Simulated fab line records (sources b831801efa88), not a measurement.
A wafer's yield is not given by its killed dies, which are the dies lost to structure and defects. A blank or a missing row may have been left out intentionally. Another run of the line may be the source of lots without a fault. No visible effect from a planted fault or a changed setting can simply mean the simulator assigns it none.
Comparing a struck lot with a sound one + flow sky130 + 16 steps out of a route of 708
Sound: wafers L444.1, L444.2, L444.4. Struck: wafer L451.2; the same lot's L451.3 was not struck, so it is left out; see the end for the cause.
For every step that has rows: the tool of each side, followed by ch and its chambers, followed by its first start. Under that, the readings that differ: sound wafers + struck wafers + difference of the means + sigmas: that difference in standard deviations of wafers without a fault.
alike: readings with means less than 2 such deviations apart, plus words and numbers identical on both sides. not compared: withheld readings, readings lacking a value on some wafer, bounds such as >300 that could conceal the same value, and numbers that have no deviation in the record and whose values overlap.
Wherever a step has rows on one side only, a row that says differs or no value, or a row with sigmas, the two part there. Numbers that have no deviation but don't overlap get no sigmas and don't part them. A reading missing from all wafers of one side parts the sides only when that side holds two or more wafers.

SKY_VIA1_CMP_02: polishes SiO2.
  sound on cmp-01 ch 0,2,3, day 33 23:16; struck on cmp-02 ch 1, day 36 01:52
  alike: edge-zone-pressure-frac, motor-current-A
SKY_VIA1_BOW_MEAS_03:
  sound: film-metro-03 at day 33 23:34; struck: film-metro-01 at day 36 02:08
  alike: VIA1_BOW
then, 8 steps without rows for these wafers: SKY_VIA1_DEHYDRATE_04 (time 60 s); SKY_VIA1_HMDS_05 (prime time 60 s); SKY_VIA1_COAT_06 (resist thk 60 nm); SKY_VIA1_COAT_07 (resist thk 450 nm); SKY_VIA1_SOFTBAKE_08 (time 90 s); SKY_VIA1_EXPOSE_09 (exposes mask VIM, target cd 150 nm); SKY_VIA1_PEB_10; SKY_VIA1_DEVELOP_11 (develop time 60 s).
SKY_VIA1_CD_MEAS_12: the cd target is 150 nm.
  sound: cd-sem-01 at day 35 01:39; struck: cd-sem-01 at day 37 04:13
  alike: cd-nm
SKY_VIA1_OVL_MEAS_13:
  sound: overlay-01 at day 35 01:46; struck: overlay-01 at day 37 04:20
  alike: VIA1_OVL
SKY_VIA1_ETCH_14: etches BARC in N2/H2, stops on SiO2, time 45.9 s, target depth 60 nm.
  sound on rie-diel-03 ch 0,2,3, day 35 01:49; struck on rie-diel-03 ch 2, day 37 04:22
| reading                                     | sound             | struck | difference | sigmas |
|---------------------------------------------|-------------------|--------|------------|--------|
| oes-product-au (a.u.)                       | 0.853 0.862 0.847 | 0.966  | +0.112     | +20    |
| run-length-s (s)                            | 74.0 74.2 73.6    | 68.1   | -5.8       | -14    |
| model.KrF-thick_of_VIA1_COAT_07.thk-nm (nm) | 392.6 394.5 392.4 | 400.1  | +6.9       |        |
  alike: drypump-motor-current-A, throttle-valve-pct
  not compared: rf-hours-counter-h
SKY_VIA1_ETCH_15: etches SiO2 in C4F8/O2/Ar, stops on TiN, target depth 351 nm, time 54 s.
  sound on rie-diel-03 ch 0,2,3, day 35 01:51; struck on rie-diel-03 ch 2, day 37 04:24
| reading                                     | sound             | struck | difference | sigmas |
|---------------------------------------------|-------------------|--------|------------|--------|
| oes-product-au (a.u.)                       | 0.987 0.983 0.980 | 0.971  | -0.012     | -2     |
| model.KrF-thick_of_VIA1_COAT_07.thk-nm (nm) | 323.3 324.7 321.4 | 331.1  | +8.0       |        |
  alike: run-length-s
  not compared: rf-hours-counter-h
SKY_VIA1_STRIP_16: strips in O2/N2.
  sound on plasma-asher-02 ch 0,1, day 35 01:54; struck on plasma-asher-03 ch 0, day 37 04:27
| reading                      | sound             | struck | difference | sigmas |
|------------------------------|-------------------|--------|------------|--------|
| strip-time-to-endpoint-s (s) | 4.485 4.463 4.441 | 4.543  | +0.080     | +4     |
  alike: drypump-motor-current-A, oes-product-au
  not compared: rf-hours-counter-h
then, 1 step without rows for these wafers: SKY_VIA1_STRIP_17 (strips in post etch residue remover, time 1200 s).

WHERE THEY PART
First at SKY_VIA1_ETCH_14; last, within this record, at SKY_VIA1_STRIP_16.

WHY: whatever the simulator had introduced
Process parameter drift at SKY_VIA1_ETCH_14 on rie-diel-03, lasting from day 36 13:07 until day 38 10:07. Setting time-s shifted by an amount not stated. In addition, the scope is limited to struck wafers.
